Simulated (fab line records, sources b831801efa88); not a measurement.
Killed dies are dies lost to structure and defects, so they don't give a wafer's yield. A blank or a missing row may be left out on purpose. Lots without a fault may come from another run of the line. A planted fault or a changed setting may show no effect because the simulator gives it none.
fab line records | flow gf180mcu
record lots=5 wafers=15 last_day=33
route steps=602 shown V4@500 MIM@503 M5@526
lots that met no fault: from a run of the same line without faults
start_h: hours from the record's first day to the start of the lot's first wafer shown | wait_h: hours since the lot's step before | " the same as in the row above | L1.1+2: a row that stands for several wafers | - no value, or no start given | * or withheld: withheld | < > ~ a bound
route shown NAME@n: a module of which the file shows steps, and the number in the route of the first | usual: mean/standard deviation of fault-free wafers | same: alike in all rows | chamber/n: place in a boat | sites: the reading at each site | _std_site: their standard deviation | _edge_site: outer sites' mean less inner sites' | radius_mm: how far each site lies from the wafer's centre | mask NAME#n: copy n | behind: the tool/chamber that last shaped the wafer | hold: why the lot was held/for how many hours/how that ended | device: the transistor (n, p or np) that didn't switch | end of line: the same wafers' tests at the end of the route | a step without rows: its recipe alone | killed: dies lost to structure and defects at the first sort, not the wafer's yield | map: a wafer's dies, x killed, . not, _ none there
set.NAME: the setting as run; set.NAME@STEP: as run at that earlier step | model.NAME: the simulator's own value behind a step, which no gauge read
lots at some steps of the route; a table a step, a row a wafer
services: from which hour (start_h, from the record's first day; less than 0 if before it) a tool's chamber was out of use, for how many hours, and why
## steps
# step GF_V4_RS_MEAS_24
# recipe thk_meas_gauge=four-point-probe reads=W_of_V4_CVD_23+TiN_of_V4_SPUTTER_22+Ti_of_V4_SPUTTER_21
# usual V4_W_RS=0.326/0.0033
# columns lot.wafer tool chamber start_h wait_h V4_W_RS[ohm/sq]
L075.1 film_metro-04 - 568.73 0.1 0.326
L075.2 " - " " 0.325
L075.6 " - " " 0.324
L081.1 film_metro-03 - 630.63 0.1 0.326
L081.5 " - " " 0.325
L081.6 " - " " 0.325
L083.2 film_metro-01 - 650.41 0.1 0.331
L083.5 " - " " 0.328
L083.6 " - " " 0.327
L085.3 film_metro-01 - 652.98 0.1 0.324
L085.4 " - " " 0.326
L085.5 " - " " 0.327
L093.4 film_metro-03 - 713.70 0.1 0.330
L093.5 " - " " 0.328
L093.6 " - " " 0.327
# step GF_V4_THK_MEAS_25
# recipe thk_meas_gauge=xrf reads=W_of_V4_CVD_23
# usual V4_W_THK=350/5
# columns lot.wafer tool chamber start_h wait_h V4_W_THK[nm]
L075.1 film_metro-04 - 568.85 0.1 352
L075.2 " - " " 355
L075.6 " - " " 357
L081.1 film_metro-03 - 630.75 0.1 355
L081.5 " - " " 357
L081.6 " - " " 356
L083.2 film_metro-01 - 650.52 0.1 341
L083.5 " - " " 345
L083.6 " - " " 347
L085.3 film_metro-01 - 653.08 0.1 350
L085.4 " - " " 348
L085.5 " - " " 347
L093.4 film_metro-03 - 713.79 0.1 351
L093.5 " - " " 354
L093.6 " - " " 356
# step GF_V4_CMP_26
# recipe stop_on=SiO2 down_force_psi=3.5 platen_rpm=60 t_overpolish_s=15 target_thk_nm=0 pad_velocity_m_s=0.94248
# usual head_pressure_psi=3.499/0.0083 motor_current_A=11.3/0.67 overpolish_run_s=14.999/0.01 time_to_endpoint_s=86/3.4
# columns lot.wafer tool chamber start_h wait_h head_pressure_psi motor_current_A overpolish_run_s time_to_endpoint_s
L075.1 cmp-02 3 568.91 0.1 3.497 10.4 14.987 87
L075.2 " 0 " " 3.498 12.1 15.014 86
L075.6 " 3 " " 3.499 10.4 14.982 90
L081.1 cmp-02 1 630.91 0.1 3.488 11.3 14.996 83
L081.6 " 0 " " 3.496 13.1 14.990 79
L081.5 " 1 " " 3.507 11.7 15.005 85
L083.2 cmp-01 2 650.73 0.2 3.504 11.8 15.002 83
L083.5 " 3 " " 3.499 10.3 14.999 88
L083.6 " 0 " " 3.486 10.7 15.004 88
L085.3 cmp-01 2 653.12 0.0 3.492 11.7 14.990 83
L085.4 " 0 " " 3.499 10.9 15.011 88
L085.5 " 2 " " 3.484 12.0 14.994 84
L093.4 cmp-01 2 713.92 0.1 3.497 11.4 15.010 82
L093.5 " 0 " " 3.504 11.1 15.022 83
L093.6 " 1 " " 3.514 11.2 14.984 88
# step GF_MIM_SPUTTER_00
# recipe material=Ti target_thk_nm=37.5 arriving_ion_energy_ev=80 substrate_temp_c=200 chamber_pressure_pa=2 power_w=4000 time_s=150
# usual chamber_pressure_pa=2.001/0.0036 throttle_valve_pct=29.8/1.2
# columns lot.wafer tool chamber start_h wait_h chamber_pressure_pa throttle_valve_pct
L075.1 pvd_sputter-02 - 569.21 0.2 2.002 31.2
L075.2 " - " " 1.999 29.8
L075.6 " - " " 2.002 28.5
L081.1 pvd_sputter-01 - 631.16 0.2 1.993 28.4
L081.5 " - " " 2.004 29.2
L081.6 " - " " 1.996 28.9
L083.2 pvd_sputter-02 - 650.88 0.1 1.999 30.4
L083.5 " - " " 2.005 32.4
L083.6 " - " " 2.003 31.1
L085.3 pvd_sputter-01 - 653.42 0.2 1.998 29.0
L085.4 " - " " 1.999 29.5
L085.5 " - " " 2.002 30.9
L093.4 pvd_sputter-03 - 714.17 0.2 2.001 28.1
L093.5 " - " " 2.000 28.6
L093.6 " - " " 1.997 31.2
# step GF_MIM_SPUTTER_01
# recipe material=TiN target_thk_nm=30 power_w=6500 time_s=25 chamber_pressure_pa=0.4
# usual chamber_pressure_pa=0.4001/0.00089 throttle_valve_pct=29.7/1.2
# columns lot.wafer tool chamber start_h wait_h chamber_pressure_pa throttle_valve_pct
L075.1 pvd_sputter-02 - 569.31 0.1 0.4007 30.8
L075.2 " - " " 0.4001 30.0
L075.6 " - " " 0.3992 28.7
L081.1 pvd_sputter-01 - 631.26 0.1 0.4007 28.5
L081.5 " - " " 0.4002 29.2
L081.6 " - " " 0.4020 29.0
L083.2 pvd_sputter-02 - 650.98 0.1 0.3987 30.1
L083.5 " - " " 0.4002 32.1
L083.6 " - " " 0.3984 30.9
L085.3 pvd_sputter-01 - 653.52 0.1 0.4014 29.4
L085.4 " - " " 0.3998 29.6
L085.5 " - " " 0.3999 30.5
L093.4 pvd_sputter-03 - 714.23 0.0 0.4007 28.2
L093.5 " - " " 0.4012 28.5
L093.6 " - " " 0.4008 31.4
# step GF_MIM_SPUTTER_02
# recipe material=AlCu target_thk_nm=450 power_w=10600 time_s=23.9 chamber_pressure_pa=0.4
# usual chamber_pressure_pa=0.4000/0.0009 throttle_valve_pct=29.8/1.2
# columns lot.wafer tool chamber start_h wait_h chamber_pressure_pa throttle_valve_pct
L075.1 pvd_sputter-02 - 569.34 0.0 0.4002 31.0
L075.2 " - " " 0.4012 29.9
L075.6 " - " " 0.4000 28.8
L081.1 pvd_sputter-01 - 631.29 0.0 0.4008 28.4
L081.5 " - " " 0.4005 29.8
L081.6 " - " " 0.4007 29.2
L083.2 pvd_sputter-02 - 651.01 0.0 0.3997 30.1
L083.5 " - " " 0.4009 32.4
L083.6 " - " " 0.4011 30.9
L085.3 pvd_sputter-01 - 653.55 0.0 0.3982 29.4
L085.4 " - " " 0.3998 29.4
L085.5 " - " " 0.3991 30.7
L093.4 pvd_sputter-03 - 714.26 0.0 0.4001 28.4
L093.5 " - " " 0.3996 28.5
L093.6 " - " " 0.4010 31.4
# step GF_MIM_SPUTTER_03
# recipe material=Ti target_thk_nm=10 substrate_temp_c=300 chamber_pressure_pa=0.3 power_w=3000 time_s=6.7
# usual chamber_pressure_pa=0.3000/0.00055 throttle_valve_pct=29.8/1.2
# columns lot.wafer tool chamber start_h wait_h chamber_pressure_pa throttle_valve_pct
L075.1 pvd_sputter-02 - 569.37 0.0 0.3008 31.2
L075.2 " - " " 0.3004 30.0
L075.6 " - " " 0.2996 28.9
L081.1 pvd_sputter-01 - 631.32 0.0 0.3002 28.0
L081.5 " - " " 0.3006 29.3
L081.6 " - " " 0.2994 29.0
L083.2 pvd_sputter-02 - 651.04 0.0 0.3001 29.8
L083.5 " - " " 0.3000 32.4
L083.6 " - " " 0.3008 30.9
L085.3 pvd_sputter-01 - 653.58 0.0 0.2993 29.1
L085.4 " - " " 0.3001 29.3
L085.5 " - " " 0.2995 31.0
L093.4 pvd_sputter-03 - 714.29 0.0 0.3010 28.3
L093.5 " - " " 0.2999 28.4
L093.6 " - " " 0.2991 30.9
# step GF_MIM_SPUTTER_04
# recipe material=TiN target_thk_nm=50 power_w=6500 time_s=41.7 chamber_pressure_pa=0.4
# usual chamber_pressure_pa=0.3999/0.00084 throttle_valve_pct=29.7/1.2
# columns lot.wafer tool chamber start_h wait_h chamber_pressure_pa throttle_valve_pct
L075.1 pvd_sputter-02 - 569.39 0.0 0.4006 31.1
L075.2 " - " " 0.4009 30.1
L075.6 " - " " 0.3998 28.8
L081.1 pvd_sputter-01 - 631.34 0.0 0.4002 28.5
L081.5 " - " " 0.3999 29.4
L081.6 " - " " 0.4008 29.3
L083.2 pvd_sputter-02 - 651.06 0.0 0.4008 29.8
L083.5 " - " " 0.4000 32.2
L083.6 " - " " 0.4007 31.1
L085.3 pvd_sputter-01 - 653.60 0.0 0.4002 29.2
L085.4 " - " " 0.4005 29.2
L085.5 " - " " 0.4015 30.6
L093.4 pvd_sputter-03 - 714.32 0.0 0.3997 28.0
L093.5 " - " " 0.3996 28.8
L093.6 " - " " 0.3987 30.8
# step GF_MIM_CVD_05
# recipe material=Si3N4 target_thk_nm=42 temp_max_c=400 temp_c=385 time_s=29.086 rf_w=450
# usual heater_power_w=665/91
# columns lot.wafer tool chamber start_h wait_h heater_power_w
L075.1 pecvd-02 1 569.43 0.0 769
L075.2 " 0 " " 505
L075.6 " 1 " " 772
L081.1 pecvd-02 1 631.38 0.0 729
L081.5 " 2 " " 779
L081.6 " 0 " " 621
L083.2 pecvd-02 0 651.10 0.0 535
L083.5 " 0 " " 529
L083.6 " 1 " " 658
L085.3 pecvd-04 1 653.64 0.0 622
L085.4 " 1 " " 638
L085.5 " 2 " " 682
L093.4 pecvd-02 2 714.36 0.0 777
L093.5 " 1 " " 724
L093.6 " 0 " " 536
# step GF_MIM_THK_MEAS_06
# recipe reads=Si3N4_of_MIM_CVD_05
# usual MIM_CVD_05_THK=42.0/0.54
# columns lot.wafer tool chamber start_h wait_h MIM_CVD_05_THK[nm]
L075.1 film_metro-03 - 569.46 0.0 42.8
L075.2 " - " " 42.4
L075.6 " - " " 43.0
L081.1 film_metro-02 - 631.41 0.0 41.6
L081.5 " - " " 42.3
L081.6 " - " " 42.2
L083.2 film_metro-03 - 651.14 0.0 41.6
L083.5 " - " " 42.3
L083.6 " - " " 42.8
L085.3 film_metro-02 - 653.70 0.0 41.1
L085.4 " - " " 42.1
L085.5 " - " " 42.0
L093.4 film_metro-03 - 714.40 0.0 42.5
L093.5 " - " " 42.3
L093.6 " - " " 42.8
# step GF_MIM_SPUTTER_07
# recipe material=TiN target_thk_nm=60 power_w=6500 time_s=50 chamber_pressure_pa=0.4
# usual chamber_pressure_pa=0.4000/0.00073 throttle_valve_pct=29.9/1.2
# columns lot.wafer tool chamber start_h wait_h chamber_pressure_pa throttle_valve_pct
L075.1 pvd_sputter-03 - 569.52 0.1 0.4004 30.6
L075.2 " - " " 0.4000 29.0
L075.6 " - " " 0.4002 30.7
L081.1 pvd_sputter-03 - 631.47 0.1 0.3997 28.5
L081.5 " - " " 0.3995 28.8
L081.6 " - " " 0.4000 31.1
L083.2 pvd_sputter-01 - 651.19 0.0 0.3999 29.2
L083.5 " - " " 0.4000 28.4
L083.6 " - " " 0.3990 29.3
L085.3 pvd_sputter-03 - 653.74 0.0 0.4001 30.6
L085.4 " - " " 0.3997 28.6
L085.5 " - " " 0.4008 28.5
L093.4 pvd_sputter-02 - 714.43 0.0 0.4008 30.0
L093.5 " - " " 0.4004 30.1
L093.6 " - " " 0.3990 31.1
# step GF_MIM_SPUTTER_08
# recipe material=AlCu target_thk_nm=200 power_w=10600 time_s=10.6 chamber_pressure_pa=0.4
# usual chamber_pressure_pa=0.4000/0.0008 throttle_valve_pct=29.9/1.2
# columns lot.wafer tool chamber start_h wait_h chamber_pressure_pa throttle_valve_pct
L075.1 pvd_sputter-03 - 569.57 0.0 0.3998 30.3
L075.2 " - " " 0.3988 28.5
L075.6 " - " " 0.3995 30.4
L081.1 pvd_sputter-03 - 631.51 0.0 0.4015 28.2
L081.5 " - " " 0.3999 28.6
L081.6 " - " " 0.4013 31.1
L083.2 pvd_sputter-01 - 651.24 0.0 0.3992 29.3
L083.5 " - " " 0.4006 28.2
L083.6 " - " " 0.4009 29.2
L085.3 pvd_sputter-03 - 653.78 0.0 0.4008 30.5
L085.4 " - " " 0.3999 28.7
L085.5 " - " " 0.3998 28.5
L093.4 pvd_sputter-02 - 714.48 0.0 0.4011 29.8
L093.5 " - " " 0.4000 29.9
L093.6 " - " " 0.4002 31.1
# step GF_MIM_SPUTTER_09
# recipe material=TiN target_thk_nm=35 power_w=6500 time_s=29.2 chamber_pressure_pa=0.4
# usual chamber_pressure_pa=0.4000/0.00078 throttle_valve_pct=29.9/1.2
# columns lot.wafer tool chamber start_h wait_h chamber_pressure_pa throttle_valve_pct
L075.1 pvd_sputter-03 - 569.59 0.0 0.3990 30.6
L075.2 " - " " 0.4004 28.7
L075.6 " - " " 0.3987 30.2
L081.1 pvd_sputter-03 - 631.54 0.0 0.3999 28.5
L081.5 " - " " 0.4003 28.6
L081.6 " - " " 0.3991 31.1
L083.2 pvd_sputter-01 - 651.26 0.0 0.3996 29.1
L083.5 " - " " 0.3998 28.3
L083.6 " - " " 0.4005 29.5
L085.3 pvd_sputter-03 - 653.80 0.0 0.4011 30.7
L085.4 " - " " 0.4002 28.6
L085.5 " - " " 0.3998 28.8
L093.4 pvd_sputter-02 - 714.50 0.0 0.4003 30.0
L093.5 " - " " 0.4004 30.3
L093.6 " - " " 0.3996 30.8
# step GF_MIM_RS_MEAS_10
# recipe thk_meas_gauge=four-point-probe reads=TiN_of_MIM_SPUTTER_09+AlCu_of_MIM_SPUTTER_08+TiN_of_MIM_SPUTTER_07
# usual MIM_ALCU_RS=0.1601/0.0015
# columns lot.wafer tool chamber start_h wait_h MIM_ALCU_RS[ohm/sq]
L075.1 film_metro-02 - 569.62 0.0 0.1573
L075.2 " - " " 0.1604
L075.6 " - " " 0.1580
L081.1 film_metro-04 - 631.57 0.0 0.1599
L081.5 " - " " 0.1616
L081.6 " - " " 0.1594
L083.2 film_metro-04 - 651.31 0.0 0.1604
L083.5 " - " " 0.1597
L083.6 " - " " 0.1607
L085.3 film_metro-03 - 653.88 0.1 0.1575
L085.4 " - " " 0.1613
L085.5 " - " " 0.1618
L093.4 film_metro-02 - 714.59 0.1 0.1601
L093.5 " - " " 0.1596
L093.6 " - " " 0.1595
# step GF_MIM_THK_MEAS_11
# recipe thk_meas_gauge=xrf reads=AlCu_of_MIM_SPUTTER_08
# usual MIM_ALCU_THK=200.5/2
# columns lot.wafer tool chamber start_h wait_h MIM_ALCU_THK[nm]
L075.1 film_metro-02 - 569.74 0.1 204.1
L075.2 " - " " 199.7
L075.6 " - " " 203.5
L081.1 film_metro-04 - 631.69 0.1 200.5
L081.5 " - " " 198.4
L081.6 " - " " 201.5
L083.2 film_metro-04 - 651.42 0.1 200.0
L083.5 " - " " 200.4
L083.6 " - " " 199.2
L085.3 film_metro-03 - 653.98 0.1 203.9
L085.4 " - " " 199.1
L085.5 " - " " 198.5
L093.4 film_metro-02 - 714.68 0.1 199.8
L093.5 " - " " 201.8
L093.6 " - " " 201.3
# step GF_MIM_DEHYDRATE_12
# recipe temp_c=200 time_s=60
# usual resist_line_temp_C=22.98/0.1
# columns lot.wafer tool chamber start_h wait_h resist_line_temp_C
L075.1 litho_track-01 0 581.40 11.6 22.86
L075.2 " 0 " " 22.85
L075.6 " 0 " " 23.04
L081.1 litho_track-01 0 640.30 8.6 22.81
L081.5 " 0 " " 22.72
L081.6 " 0 " " 22.93
L083.2 litho_track-03 0 659.38 7.9 22.94
L083.5 " 0 " " 22.93
L083.6 " 0 " " 23.00
L085.3 litho_track-04 0 662.75 8.8 23.02
L085.4 " 0 " " 22.97
L085.5 " 0 " " 22.94
L093.4 litho_track-04 0 722.12 7.4 23.22
L093.5 " 0 " " 22.96
L093.6 " 0 " " 23.06
# step GF_MIM_HMDS_13
# recipe prime_time_s=60 prime_temp_c=120
# usual resist_line_temp_C=23.03/0.1
# same prime_time_s=60
# columns lot.wafer tool chamber start_h wait_h resist_line_temp_C
L075.1 litho_track-01 0 581.55 0.1 23.12
L075.2 " 0 " " 22.94
L075.6 " 0 " " 23.05
L081.1 litho_track-01 0 640.45 0.1 23.09
L081.5 " 0 " " 23.18
L081.6 " 0 " " 23.12
L083.2 litho_track-03 0 659.53 0.1 23.20
L083.5 " 0 " " 23.07
L083.6 " 0 " " 23.05
L085.3 litho_track-04 0 662.90 0.1 23.04
L085.4 " 0 " " 23.08
L085.5 " 0 " " 23.01
L093.4 litho_track-04 0 722.27 0.1 23.03
L093.5 " 0 " " 23.25
L093.6 " 0 " " 23.25
# step GF_MIM_COAT_14
# recipe resist=NOVOLAK spin_rpm=3000 resist_thk_nm=1000
# usual resist_line_temp_C=22.98/0.11
# columns lot.wafer tool chamber start_h wait_h resist_line_temp_C
L075.1 litho_track-01 0 581.70 0.1 23.02
L075.2 " 0 " " 23.14
L075.6 " 0 " " 22.98
L081.1 litho_track-01 0 640.60 0.1 23.05
L081.5 " 0 " " 23.07
L081.6 " 0 " " 23.18
L083.2 litho_track-03 0 659.68 0.1 22.94
L083.5 " 0 " " 23.12
L083.6 " 0 " " 23.00
L085.3 litho_track-04 0 663.05 0.1 22.93
L085.4 " 0 " " 23.03
L085.5 " 0 " " 22.96
L093.4 litho_track-04 0 722.42 0.1 22.81
L093.5 " 0 " " 22.85
L093.6 " 0 " " 22.99
# step GF_MIM_SOFTBAKE_15
# recipe temp_c=90 time_s=60 resist=NOVOLAK
# usual resist_line_temp_C=23.01/0.1
# columns lot.wafer tool chamber start_h wait_h resist_line_temp_C
L075.1 litho_track-01 0 581.85 0.1 23.01
L075.2 " 0 " " 22.94
L075.6 " 0 " " 22.93
L081.1 litho_track-01 0 640.75 0.1 22.84
L081.5 " 0 " " 22.78
L081.6 " 0 " " 22.91
L083.2 litho_track-03 0 659.83 0.1 23.03
L083.5 " 0 " " 23.00
L083.6 " 0 " " 23.06
L085.3 litho_track-04 0 663.20 0.1 23.08
L085.4 " 0 " " 23.13
L085.5 " 0 " " 23.06
L093.4 litho_track-04 0 722.57 0.1 23.05
L093.5 " 0 " " 22.89
L093.6 " 0 " " 23.02
# step GF_MIM_EXPOSE_16
# recipe mask_id=FuseTop target_cd_nm=2000 na=0.6 source_shape=conventional sigma_outer=0.6 dose_mj=140
# usual exposure_dose_mJ_cm2=139.97/0.14
# columns lot.wafer tool chamber start_h wait_h mask exposure_dose_mJ_cm2
L075.1 iline_stepper-01 0 - - FuseTop#0 139.88
L075.2 " 0 " " FuseTop#0 139.83
L075.6 " 0 " " FuseTop#0 139.85
L081.1 iline_stepper-02 0 - - FuseTop#0 140.04
L081.5 " 0 " " FuseTop#0 140.05
L081.6 " 0 " " FuseTop#0 139.98
L083.2 iline_stepper-02 0 - - FuseTop#0 140.26
L083.5 " 0 " " FuseTop#0 139.93
L083.6 " 0 " " FuseTop#0 140.08
L085.3 iline_stepper-01 0 - - FuseTop#0 139.89
L085.4 " 0 " " FuseTop#0 139.87
L085.5 " 0 " " FuseTop#0 139.81
L093.4 iline_stepper-01 0 - - FuseTop#0 140.01
L093.5 " 0 " " FuseTop#0 139.68
L093.6 " 0 " " FuseTop#0 140.02
# step GF_MIM_PEB_17
# recipe temp_c=withheld time_s=* resist=NOVOLAK
# usual resist_line_temp_C=*
# columns lot.wafer tool chamber start_h wait_h resist_line_temp_C
L075.1 litho_track-01 0 - - *
L075.2 " 0 " " *
L075.6 " 0 " " *
L081.1 litho_track-01 0 - - *
L081.5 " 0 " " *
L081.6 " 0 " " *
L083.2 litho_track-03 0 - - *
L083.5 " 0 " " *
L083.6 " 0 " " *
L085.3 litho_track-01 0 - - *
L085.4 " 0 " " *
L085.5 " 0 " " *
L093.4 litho_track-04 0 - - *
L093.5 " 0 " " *
L093.6 " 0 " " *
# step GF_MIM_DEVELOP_18
# recipe develop_time_s=60 dev_temp_c=23
# usual resist_line_temp_C=23.00/0.11
# columns lot.wafer tool chamber start_h wait_h resist_line_temp_C
L075.1 litho_track-01 0 590.75 0.1 22.87
L075.2 " 0 " " 22.63
L075.6 " 0 " " 22.96
L081.1 litho_track-01 0 651.35 0.1 22.96
L081.5 " 0 " " 23.00
L081.6 " 0 " " 22.96
L083.2 litho_track-03 0 670.58 0.1 23.16
L083.5 " 0 " " 22.99
L083.6 " 0 " " 23.01
L085.3 litho_track-01 0 673.25 0.1 23.24
L085.4 " 0 " " 23.15
L085.5 " 0 " " 23.03
L093.4 litho_track-04 0 731.97 0.1 23.05
L093.5 " 0 " " 23.09
L093.6 " 0 " " 23.06
# step GF_MIM_METAL_ETCH_19
# recipe chemistry=Cl2/BCl3 mask_material=NOVOLAK stop_on=Si3N4 target_depth_nm=324.5 pressure_mtorr=8 icp_w=800 bias_w=140 Cl2_flow_sccm=80 bcl3_flow_sccm=40 time_s=54.1
# usual drypump_motor_current_A=5.84/0.22 oes_product_au=0.941/0.0057 throttle_valve_pct=28.283/0.0099
# columns lot.wafer tool chamber start_h wait_h drypump_motor_current_A oes_product_au rf_hours_counter_h throttle_valve_pct
L075.1 rie_metal-02 1 590.90 0.1 5.91 0.953 3 28.281
L075.2 " 0 " " 5.78 0.941 9 28.286
L075.6 " 0 " " 5.80 0.949 - 28.284
L081.1 rie_metal-03 0 651.50 0.1 5.80 0.937 0 28.281
L081.5 " 1 " " 6.22 0.939 - 28.288
L081.6 " 0 " " 5.84 0.947 - 28.277
L083.2 rie_metal-02 1 670.71 0.1 5.91 0.940 5 28.286
L083.5 " 0 " " 5.79 0.949 - 28.296
L083.6 " 1 " " 5.91 0.949 - 28.279
L085.3 rie_metal-03 1 673.37 0.1 6.21 0.951 - 28.284
L085.4 " 0 " " 5.85 0.931 - 28.298
L085.5 " 0 " " 5.83 0.940 - 28.316
L093.4 rie_metal-01 1 732.07 0.1 5.65 0.929 - 28.288
L093.5 " 0 " " 5.46 0.939 - 28.288
L093.6 " 1 " " 5.66 0.944 - 28.290
# step GF_MIM_STRIP_20
# recipe chemistry=O2/N2 power_w=1400 pressure_mtorr=1500 platen_temp_c=250 o2_flow_sccm=3000 n2_flow_sccm=300 overash_fraction=0.5
# usual drypump_motor_current_A=5.7/0.42 heater_power_w=351/49 oes_product_au=0.690/0.0047 strip_time_to_endpoint_s=11.19/0.032
# columns lot.wafer tool chamber start_h wait_h drypump_motor_current_A heater_power_w oes_product_au rf_hours_counter_h strip_time_to_endpoint_s
L075.1 plasma_asher-03 1 590.97 0.0 5.8 345 0.681 84 11.15
L075.2 " 0 " " 5.4 295 0.688 84 11.17
L075.6 " 0 " " 5.4 303 0.691 - 11.15
L081.1 plasma_asher-03 1 651.57 0.0 5.8 358 0.694 90 11.20
L081.5 " 0 " " 5.4 298 0.702 - 11.20
L081.6 " 1 " " 5.8 344 0.686 - 11.21
L083.2 plasma_asher-02 1 670.78 0.0 5.4 376 0.692 61 11.22
L083.5 " 1 " " 5.4 366 0.692 - 11.26
L083.6 " 0 " " 6.5 411 0.687 - 11.16
L085.3 plasma_asher-02 1 673.45 0.1 5.4 377 0.698 - 11.15
L085.4 " 0 " " 6.4 419 0.686 - 11.16
L085.5 " 1 " " 5.4 356 0.694 - 11.15
L093.4 plasma_asher-04 0 732.15 0.1 5.1 396 0.694 - 11.26
L093.5 " 1 " " 5.8 265 0.688 - 11.22
L093.6 " 0 " " 5.2 398 0.688 - 11.22
# step GF_MIM_STRIP_21
# recipe chemistry=post_etch_residue_remover time_s=1200 temp_c=72.5
# columns lot.wafer tool chamber start_h wait_h
L075.1+2+6 wet_bench-03 0 591.07 0.1
L081.1+5+6 wet_bench-02 1 651.67 0.1
L083.2+5+6 wet_bench-02 3 670.88 0.1
L085.3+4+5 wet_bench-03 0 673.52 0.0
L093.4+5+6 wet_bench-02 2 732.22 0.0
# step GF_MIM_CLEAN_22
# recipe chemistry=DIW dry=n2_spin
# columns lot.wafer tool chamber start_h wait_h
L075.1+2+6 wet_bench-04 0 591.41 0.0
L081.1+5+6 wet_bench-02 0 652.01 0.0
L083.2+5+6 wet_bench-02 2 671.22 0.0
L085.3+4+5 wet_bench-02 0 673.86 0.0
L093.4+5+6 wet_bench-02 1 732.59 0.0
# step GF_M5_DEHYDRATE_00
# recipe temp_c=200 time_s=60
# usual resist_line_temp_C=22.99/0.11
# columns lot.wafer tool chamber start_h wait_h resist_line_temp_C
L075.1 litho_track-02 0 602.31 10.8 22.90
L075.2 " 0 " " 22.96
L075.6 " 0 " " 22.93
L081.1 litho_track-02 0 660.41 8.3 22.96
L081.5 " 0 " " 23.11
L081.6 " 0 " " 23.04
L083.2 litho_track-02 0 678.93 7.6 23.19
L083.5 " 0 " " 23.02
L083.6 " 0 " " 23.13
L085.3 litho_track-04 0 682.35 8.4 22.88
L085.4 " 0 " " 22.94
L085.5 " 0 " " 23.08
L093.4 litho_track-02 0 740.03 7.3 22.74
L093.5 " 0 " " 23.03
L093.6 " 0 " " 22.89
# step GF_M5_HMDS_01
# recipe prime_time_s=60 prime_temp_c=120
# usual resist_line_temp_C=23.02/0.11
# same prime_time_s=60
# columns lot.wafer tool chamber start_h wait_h resist_line_temp_C
L075.1 litho_track-02 0 602.46 0.1 23.21
L075.2 " 0 " " 23.10
L075.6 " 0 " " 23.13
L081.1 litho_track-02 0 660.56 0.1 22.86
L081.5 " 0 " " 22.90
L081.6 " 0 " " 22.88
L083.2 litho_track-02 0 679.08 0.1 23.21
L083.5 " 0 " " 22.78
L083.6 " 0 " " 23.08
L085.3 litho_track-04 0 682.50 0.1 22.99
L085.4 " 0 " " 23.07
L085.5 " 0 " " 23.07
L093.4 litho_track-02 0 740.18 0.1 22.97
L093.5 " 0 " " 22.88
L093.6 " 0 " " 22.85
# step GF_M5_COAT_02
# recipe resist=KrF spin_rpm=withheld resist_thk_nm=1000
# usual resist_line_temp_C=23.00/0.1
# columns lot.wafer tool chamber start_h wait_h resist_line_temp_C
L075.1 litho_track-02 0 602.61 0.1 23.03
L075.2 " 0 " " 23.10
L075.6 " 0 " " 23.05
L081.1 litho_track-02 0 660.71 0.1 22.90
L081.5 " 0 " " 23.02
L081.6 " 0 " " 22.98
L083.2 litho_track-02 0 679.23 0.1 22.94
L083.5 " 0 " " 22.91
L083.6 " 0 " " 23.09
L085.3 litho_track-04 0 682.65 0.1 23.10
L085.4 " 0 " " 23.10
L085.5 " 0 " " 23.11
L093.4 litho_track-02 0 740.33 0.1 22.92
L093.5 " 0 " " 23.11
L093.6 " 0 " " 22.95
# step GF_M5_SOFTBAKE_03
# recipe temp_c=130 time_s=60 resist=KrF
# usual resist_line_temp_C=23.00/0.1
# columns lot.wafer tool chamber start_h wait_h resist_line_temp_C
L075.1 litho_track-02 0 602.76 0.1 22.98
L075.2 " 0 " " 22.91
L075.6 " 0 " " 22.79
L081.1 litho_track-02 0 660.86 0.1 22.96
L081.5 " 0 " " 22.98
L081.6 " 0 " " 22.99
L083.2 litho_track-02 0 679.38 0.1 22.98
L083.5 " 0 " " 22.97
L083.6 " 0 " " 22.91
L085.3 litho_track-04 0 682.80 0.1 22.93
L085.4 " 0 " " 23.09
L085.5 " 0 " " 23.08
L093.4 litho_track-02 0 740.48 0.1 22.98
L093.5 " 0 " " 22.99
L093.6 " 0 " " 23.19
# step GF_M5_EXPOSE_04
# recipe mask_id=Metal5 target_cd_nm=280 na=0.68 source_shape=conventional sigma_outer=0.6 dose_mj=28
# usual exposure_dose_mJ_cm2=28.002/0.027
# columns lot.wafer tool chamber start_h wait_h mask exposure_dose_mJ_cm2
L075.1 krf_scanner-02 0 - - Metal5#0 27.997
L075.2 " 0 " " Metal5#0 28.001
L075.6 " 0 " " Metal5#0 28.005
L081.1 krf_scanner-02 0 - - Metal5#0 27.992
L081.5 " 0 " " Metal5#0 27.987
L081.6 " 0 " " Metal5#0 27.970
L083.2 krf_scanner-02 0 - - Metal5#0 27.999
L083.5 " 0 " " Metal5#0 27.951
L083.6 " 0 " " Metal5#0 27.955
L085.3 krf_scanner-01 0 - - Metal5#0 28.004
L085.4 " 0 " " Metal5#0 28.007
L085.5 " 0 " " Metal5#0 28.000
L093.4 krf_scanner-02 0 - - Metal5#0 28.019
L093.5 " 0 " " Metal5#0 27.979
L093.6 " 0 " " Metal5#0 27.967
# step GF_M5_PEB_05
# recipe peb_temp_c=135 peb_time_s=90 resist=KrF
# usual resist_line_temp_C=23.00/0.099
# columns lot.wafer tool chamber start_h wait_h resist_line_temp_C
L075.1 litho_track-03 0 - - 22.95
L075.2 " 0 " " 22.93
L075.6 " 0 " " 23.02
L081.1 litho_track-04 0 - - 23.01
L081.5 " 0 " " 22.94
L081.6 " 0 " " 22.98
L083.2 litho_track-03 0 - - 22.95
L083.5 " 0 " " 22.96
L083.6 " 0 " " 22.96
L085.3 litho_track-03 0 - - 23.02
L085.4 " 0 " " 23.12
L085.5 " 0 " " 22.95
L093.4 litho_track-04 0 - - 22.80
L093.5 " 0 " " 22.77
L093.6 " 0 " " 22.83
## services
# columns tool chamber start_h hours kind
plasma_asher-03 - 548.91 4.3 pm
krf_scanner-02 - 560.71 1.9 repair
cmp-01 - 572.00 4.0 pm
cmp-02 - 577.85 0.8 repair
krf_scanner-02 - 580.48 1.3 pm
plasma_asher-03 - 581.57 5.9 repair
pecvd-02 - 591.12 14.0 pm
iline_stepper-01 - 605.61 2.1 repair
rie_metal-02 - 606.92 2.8 pm
rie_metal-03 - 609.05 1.4 pm
krf_scanner-02 - 617.17 0.8 pm
iline_stepper-02 - 622.07 4.5 repair
rie_metal-02 - 622.10 1.4 pm
cmp-02 - 624.14 0.8 repair
iline_stepper-02 - 638.49 1.7 pm
krf_scanner-02 - 654.99 1.0 pm
cmp-02 - 659.94 5.9 pm
cmp-02 - 665.99 0.2 repair
cmp-02 - 666.08 0.9 repair
pecvd-02 - 686.55 0.9 repair
pvd_sputter-01 - 694.41 2.4 repair
iline_stepper-01 - 710.58 10.2 repair
iline_stepper-01 - 718.97 3.6 repair
krf_scanner-02 - 731.69 1.1 repair
## key
fault none
